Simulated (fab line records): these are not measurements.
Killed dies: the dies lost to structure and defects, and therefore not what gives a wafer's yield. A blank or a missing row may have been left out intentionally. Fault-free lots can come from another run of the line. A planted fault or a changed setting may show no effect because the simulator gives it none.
fab line records + flow sfqLine
record
- lots=6
- wafers=18
- lastDay=96
route steps=325 shown M4@148
lots untouched by any fault: they come from a run of this same line in which no faults occurred
startH: start of the lot's first displayed wafer, in hours after the record's first day + waitH: hours since the lot's step before + " repeats the value in the row above + L1.1+2: a single row standing in for several wafers + - no value present, or no start provided + * or withheld: withheld + < > ~ a bound
route shown NAME@n: NAME is a module with steps in the file, n the number in the route of the first one + usual: mean/standard deviation taken from wafers without a fault + same: alike in all rows + chamber/n: place in a boat + sites: readings site by site + _std_site: the values' standard deviation + _edge_site: mean of outer sites minus mean of inner sites + radiusMm: for every site, how far away it sits from the centre of the wafer + mask NAME#n: copy n + behind: tool/chamber where the wafer was last shaped + hold: why the lot was held/for how many hours/how that ended + device: the transistor (n, p or np) that didn't switch + end of line: tests of these same wafers at the route's end + where a step has no rows: the recipe by itself + killed: count of dies lost to structure and defects at first sort (not the wafer's yield) + map: a wafer's dies, x killed, . not, _ none there
set.NAME: the run value of the setting; set.NAME@STEP: its run value at that earlier step + model.NAME: the simulator's own value behind a step, which no gauge read
lots at selected steps of the route; one table per step, one row per wafer
services: when a tool's chamber went out of use (startH, in hours from the record's first day, below 0 if earlier), for how many hours, and the reason
## steps
# step SFQ_TRILAYER_M4_DEP_PRE_CLEAN_092
# recipe
- gas=Ar
- timeS=22.5
- biasV=250
# step SFQ_TRILAYER_M4_DEP_SPUTTER_091
# recipe
- material=Nb
- basePressurePa=1.33e-06
- chamberPressurePa=0.1333
- substrateTempC=20
- resputterCathodeVoltageV=400
- targetThkNm=200
- powerW=2000
- timeS=133.3
# usual
- chamberPressurePa=0.13329/0.00025
- throttleValvePct=29.7/1.1
| lot.wafer | tool          | chamber | startH  | waitH | chamberPressurePa | throttleValvePct |
|-----------|---------------|---------|---------|-------|-------------------|------------------|
| L603.2    | pvdSputter-03 | -       | 1222.64 | 0.0   | 0.13322           | 29.3             |
| L603.3    | "             | -       | "       | "     | 0.13292           | 30.3             |
| L603.5    | "             | -       | "       | "     | 0.13297           | 29.3             |
| L609.2    | pvdSputter-05 | -       | 1269.32 | 0.0   | 0.13346           | 28.0             |
| L609.5    | "             | -       | "       | "     | 0.13312           | 28.0             |
| L609.6    | "             | -       | "       | "     | 0.13343           | 29.2             |
| L611.3    | pvdSputter-03 | -       | 1280.48 | 0.0   | 0.13355           | 29.5             |
| L611.5    | "             | -       | "       | "     | 0.13358           | 29.5             |
| L611.6    | "             | -       | "       | "     | 0.13339           | 30.2             |
| L618.1    | pvdSputter-05 | -       | 1355.14 | 0.0   | 0.13324           | 27.8             |
| L618.2    | "             | -       | "       | "     | 0.13328           | 31.0             |
| L618.4    | "             | -       | "       | "     | 0.1332            | 30.6             |
| L619.1    | pvdSputter-05 | -       | 1363.26 | 0.0   | 0.13339           | 28.2             |
| L619.3    | "             | -       | "       | "     | 0.13369           | 30.7             |
| L619.5    | "             | -       | "       | "     | 0.1334            | 28.3             |
| L620.1    | pvdSputter-05 | -       | 1371.05 | 0.0   | 0.13342           | 28.3             |
| L620.2    | "             | -       | "       | "     | 0.13346           | 30.8             |
| L620.3    | "             | -       | "       | "     | 0.13278           | 29.1             |
# step SFQ_M4_RS_MEAS_924
# recipe
- thkMeasGauge=four-point-probe
- reads=Nb_of_TRILAYER_M4_DEP_SPUTTER_091
# usual
- M4_NB_RS=0.891/0.0088
| lot.wafer | tool         | chamber | startH  | waitH | M4_NB_RS[ohm/sq] |
|-----------|--------------|---------|---------|-------|------------------|
| L603.2    | filmMetro-01 | -       | 1222.75 | 0.1   | 0.889            |
| L603.3    | "            | -       | "       | "     | 0.896            |
| L603.5    | "            | -       | "       | "     | 0.884            |
| L609.2    | filmMetro-01 | -       | 1269.43 | 0.1   | 0.895            |
| L609.5    | "            | -       | "       | "     | 0.890            |
| L609.6    | "            | -       | "       | "     | 0.888            |
| L611.3    | filmMetro-04 | -       | 1280.61 | 0.1   | 0.883            |
| L611.5    | "            | -       | "       | "     | 0.886            |
| L611.6    | "            | -       | "       | "     | 0.888            |
| L618.1    | filmMetro-01 | -       | 1355.23 | 0.0   | 0.900            |
| L618.2    | "            | -       | "       | "     | 0.890            |
| L618.4    | "            | -       | "       | "     | 0.887            |
| L619.1    | filmMetro-01 | -       | 1363.35 | 0.0   | 0.895            |
| L619.3    | "            | -       | "       | "     | 0.886            |
| L619.5    | "            | -       | "       | "     | 0.892            |
| L620.1    | filmMetro-04 | -       | 1371.14 | 0.0   | 0.900            |
| L620.2    | "            | -       | "       | "     | 0.898            |
| L620.3    | "            | -       | "       | "     | 0.904            |
# step SFQ_TRILAYER_M4_LITHO_COAT_098
# recipe
- resist=BARC
- spinRpm=3063
- resistThkNm=62
# step SFQ_TRILAYER_M4_LITHO_COAT_093
# recipe
- resist=KrF
- spinRpm=3000
- resistThkNm=600
# step SFQ_TRILAYER_M4_LITHO_SOFTBAKE_097
# recipe
- tempC=withheld
- timeS=withheld
- resist=KrF
# step SFQ_TRILAYER_M4_LITHO_EXPOSE_094
# recipe
- maskId=M4
- na=0.6
- sourceShape=conventional
- sigmaOuter=0.65
- targetCdNm=500
- doseMj=14.4
# step SFQ_TRILAYER_M4_LITHO_PEB_096
# recipe
- pebTempC=115
- pebTimeS=60
- resist=KrF
# step SFQ_TRILAYER_M4_LITHO_DEVELOP_095
# recipe
- timeS=60
- resist=KrF
# step SFQ_M4_OVL_MEAS_926
# usual
- M4_OVL=1/4.5
| lot.wafer | tool       | chamber | startH  | waitH | M4_OVL[nm] |
|-----------|------------|---------|---------|-------|------------|
| L603.2    | overlay-01 | -       | 1228.89 | 0.1   | 5          |
| L603.3    | "          | -       | "       | "     | 0          |
| L603.5    | "          | -       | "       | "     | 0          |
| L609.2    | overlay-02 | -       | 1403.28 | 0.1   | -4         |
| L609.5    | "          | -       | "       | "     | -1         |
| L609.6    | "          | -       | "       | "     | -7         |
| L611.3    | overlay-02 | -       | 1416.49 | 0.1   | 1          |
| L611.5    | "          | -       | "       | "     | 4          |
| L611.6    | "          | -       | "       | "     | 5          |
| L618.1    | overlay-01 | -       | 1489.97 | 0.1   | -3         |
| L618.2    | "          | -       | "       | "     | 4          |
| L618.4    | "          | -       | "       | "     | 1          |
| L619.1    | overlay-01 | -       | 1497.17 | 0.1   | -3         |
| L619.3    | "          | -       | "       | "     | -1         |
| L619.5    | "          | -       | "       | "     | 3          |
| L620.1    | overlay-01 | -       | 1501.97 | 0.1   | 1          |
| L620.2    | "          | -       | "       | "     | 1          |
| L620.3    | "          | -       | "       | "     | 8          |
# step SFQ_TRILAYER_M4_BARC_OPEN_METAL_ETCH_123
# recipe
- maskMaterial=PR
- chemistry=O2
- targetDepthNm=125
- target=BARC
- icpW=600
- biasW=80
- pressureMtorr=10
- timeS=41.7
# usual
- drypumpMotorCurrentA=6.0/0.32
- oesProductAu=0.682/0.0048
| lot.wafer | tool        | chamber | startH  | waitH | drypumpMotorCurrentA | oesProductAu | rfHoursCounterH |
|-----------|-------------|---------|---------|-------|----------------------|--------------|-----------------|
| L603.2    | rieMetal-02 | 0       | 1228.92 | 0.0   | 5.5                  | 0.672        | 102             |
| L603.3    | "           | 1       | "       | "     | 6.0                  | 0.690        | -               |
| L603.5    | "           | 0       | "       | "     | 5.5                  | 0.686        | -               |
| L609.2    | rieMetal-03 | 1       | 1403.31 | 0.0   | 5.8                  | 0.694        | 76              |
| L609.5    | "           | 1       | "       | "     | 5.8                  | 0.679        | -               |
| L609.6    | "           | 0       | "       | "     | 6.3                  | 0.678        | -               |
| L611.3    | rieMetal-03 | 1       | 1416.56 | 0.1   | 5.8                  | 0.679        | -               |
| L611.5    | "           | 1       | "       | "     | 5.8                  | 0.679        | -               |
| L611.6    | "           | 1       | "       | "     | 5.8                  | 0.678        | -               |
| L618.1    | rieMetal-03 | 0       | 1490.01 | 0.0   | 6.3                  | 0.685        | 7               |
| L618.2    | "           | 1       | "       | "     | 5.8                  | 0.687        | 90              |
| L618.4    | "           | 1       | "       | "     | 5.8                  | 0.689        | -               |
| L619.1    | rieMetal-03 | 1       | 1497.21 | 0.0   | 5.8                  | 0.682        | 91              |
| L619.3    | "           | 1       | "       | "     | 5.8                  | 0.688        | -               |
| L619.5    | "           | 1       | "       | "     | 5.8                  | 0.679        | -               |
| L620.1    | rieMetal-03 | 0       | 1502.01 | 0.0   | 6.3                  | 0.681        | 9               |
| L620.2    | "           | 1       | "       | "     | 5.9                  | 0.686        | 92              |
| L620.3    | "           | 1       | "       | "     | 5.8                  | 0.686        | -               |
# step SFQ_TRILAYER_M4_ETCH_METAL_ETCH_096
# recipe
- target=Nb
- stopOn=SiO2
- maskMaterial=PR
- chemistry=Cl2/Ar
- targetDepthNm=240
- icpW=600
- biasW=80
- pressureMtorr=10
- timeS=120
# usual
- drypumpMotorCurrentA=6.0/0.31
- oesProductAu=0.894/0.0067
| lot.wafer | tool        | chamber | startH  | waitH | drypumpMotorCurrentA | oesProductAu | rfHoursCounterH | model.KrF_of_TRILAYER_M4_LITHO_COAT_093.thkNm | model.M4.featureDepthNm | model.SiO2_of_TRILAYER_I3_DEP_PECVD_081.thkNm |
|-----------|-------------|---------|---------|-------|----------------------|--------------|-----------------|-----------------------------------------------|-------------------------|-----------------------------------------------|
| L603.2    | rieMetal-02 | 0       | 1228.98 | 0.0   | 5.5                  | 0.890        | 102             | 380.1                                         | 200.2                   | 189.7                                         |
| L603.3    | "           | 1       | "       | "     | 6.0                  | 0.890        | -               | 382.6                                         | 198.6                   | 190.5                                         |
| L603.5    | "           | 0       | "       | "     | 5.5                  | 0.899        | -               | 381.9                                         | 201.2                   | 189.9                                         |
| L609.2    | rieMetal-03 | 1       | 1403.37 | 0.0   | 5.8                  | 0.896        | 76              | 334.5                                         | 206.7                   | 184.1                                         |
| L609.5    | "           | 1       | "       | "     | 5.8                  | 0.894        | -               | 334.4                                         | 208.2                   | 185.2                                         |
| L609.6    | "           | 0       | "       | "     | 6.3                  | 0.891        | -               | 332.3                                         | 208.6                   | 184.6                                         |
| L611.3    | rieMetal-03 | 1       | 1416.78 | 0.2   | 5.8                  | 0.899        | -               | 336                                           | 209.3                   | 182.4                                         |
| L611.5    | "           | 1       | "       | "     | 5.8                  | 0.900        | -               | 331.6                                         | 209.3                   | 182.9                                         |
| L611.6    | "           | 1       | "       | "     | 5.8                  | 0.900        | -               | 335.5                                         | 208.4                   | 182.2                                         |
| L618.1    | rieMetal-03 | 0       | 1490.07 | 0.0   | 6.3                  | 0.891        | 7               | 385.3                                         | 197.4                   | 189.9                                         |
| L618.2    | "           | 1       | "       | "     | 5.8                  | 0.904        | 90              | 385.7                                         | 199.9                   | 190.6                                         |
| L618.4    | "           | 1       | "       | "     | 5.8                  | 0.900        | -               | 385.3                                         | 200.6                   | 189.7                                         |
| L619.1    | rieMetal-03 | 1       | 1497.27 | 0.0   | 5.8                  | 0.902        | 91              | 388.6                                         | 198.5                   | 190.8                                         |
| L619.3    | "           | 1       | "       | "     | 5.8                  | 0.888        | -               | 387.1                                         | 200.9                   | 190.2                                         |
| L619.5    | "           | 1       | "       | "     | 5.8                  | 0.887        | -               | 385.7                                         | 199.2                   | 192                                           |
| L620.1    | rieMetal-03 | 0       | 1502.07 | 0.0   | 6.3                  | 0.890        | 9               | 385.4                                         | 197.6                   | 192.5                                         |
| L620.2    | "           | 1       | "       | "     | 5.8                  | 0.883        | 92              | 384.9                                         | 198                     | 190.1                                         |
| L620.3    | "           | 1       | "       | "     | 5.8                  | 0.890        | -               | 384.9                                         | 196.8                   | 191.5                                         |
# step SFQ_TRILAYER_M4_STRIP_STRIP_097
# recipe
- gas=O2
- powerW=200
- platenTempC=40
- overashFraction=0.65
- chemistry=O2
- pressureMtorr=50
# usual
- drypumpMotorCurrentA=5.9/0.32
- oesProductAu=0.996/0.0065
# same
- overashFraction=0.65
| lot.wafer | tool        | chamber | startH  | waitH | drypumpMotorCurrentA | oesProductAu | rfHoursCounterH |
|-----------|-------------|---------|---------|-------|----------------------|--------------|-----------------|
| L603.2    | rieMetal-02 | 0       | 1229.11 | 0.1   | 5.5                  | 0.984        | 102             |
| L603.3    | "           | 1       | "       | "     | 6.0                  | 0.981        | -               |
| L603.5    | "           | 0       | "       | "     | 5.5                  | 0.992        | -               |
| L609.2    | rieMetal-03 | 1       | 1403.50 | 0.1   | 5.8                  | 0.997        | 76              |
| L609.5    | "           | 1       | "       | "     | 5.8                  | 0.999        | -               |
| L609.6    | "           | 0       | "       | "     | 6.3                  | 1.003        | -               |
| L611.3    | rieMetal-03 | 1       | 1417.54 | 0.7   | 5.8                  | 0.989        | -               |
| L611.5    | "           | 1       | "       | "     | 5.8                  | 1.000        | -               |
| L611.6    | "           | 1       | "       | "     | 5.8                  | 0.991        | -               |
| L618.1    | rieMetal-03 | 0       | 1490.20 | 0.1   | 6.4                  | 0.991        | 7               |
| L618.2    | "           | 1       | "       | "     | 5.8                  | 0.992        | 90              |
| L618.4    | "           | 1       | "       | "     | 5.8                  | 0.985        | -               |
| L619.1    | rieMetal-03 | 1       | 1497.40 | 0.1   | 5.8                  | 0.990        | 92              |
| L619.3    | "           | 1       | "       | "     | 5.8                  | 0.997        | -               |
| L619.5    | "           | 1       | "       | "     | 5.8                  | 0.997        | -               |
| L620.1    | rieMetal-03 | 0       | 1502.20 | 0.1   | 6.3                  | 1.008        | 9               |
| L620.2    | "           | 1       | "       | "     | 5.8                  | 0.996        | 93              |
| L620.3    | "           | 1       | "       | "     | 5.8                  | 0.992        | -               |
## services
| tool          | chamber | startH  | hours | kind                        |
|---------------|---------|---------|-------|-----------------------------|
| rieMetal-03   | -       | 1244.11 | 5.7   | repair                      |
| pvdSputter-05 | -       | 1343.13 | 7.3   | repair                      |
| rieMetal-02   | 0       | 1353.58 | -     | clean                       |
| rieMetal-02   | 0       | 1353.58 | -     | consumableReplace:focusRing |
| rieMetal-02   | 0       | 1353.58 | 24.0  | scheduledDown               |
| rieMetal-02   | 0       | 1353.58 | 24.0  | ventCycle                   |
| pvdSputter-03 | 1       | 1355.66 | -     | consumableReplace:kit       |
| pvdSputter-03 | 1       | 1355.66 | 18.0  | scheduledDown               |
| pvdSputter-03 | 1       | 1355.66 | 18.0  | ventCycle                   |
| rieMetal-02   | -       | 1361.70 | 2.8   | pm                          |
| rieMetal-03   | -       | 1379.84 | 1.4   | pm                          |
| rieMetal-03   | 0       | 1411.34 | -     | clean                       |
| rieMetal-03   | 0       | 1411.34 | -     | consumableReplace:focusRing |
| rieMetal-03   | 0       | 1411.34 | 16.0  | scheduledDown               |
| rieMetal-03   | 0       | 1411.34 | 16.0  | ventCycle                   |
| pvdSputter-05 | -       | 1411.94 | 4.3   | repair                      |
## key
firstSign none at tools or gauges
modelEffect
- step=SFQ_TRILAYER_M4_ETCH_METAL_ETCH_096
- value=KrF_of_TRILAYER_M4_LITHO_COAT_093.thkNm
- without=381.8
- struck=334
metAt SFQ_TRILAYER_M4_ETCH_METAL_ETCH_096
struckWafers L609.2,L609.5,L609.6,L611.3,L611.5,L611.6
fault
- kind=processParameterDrift
- tool=rieMetal-03
- chamber=-
- onsetH=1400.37
- steps=SFQ_TRILAYER_M4_ETCH_METAL_ETCH_096
- channel=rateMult
- offset=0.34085
- shape=step
- endH=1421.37
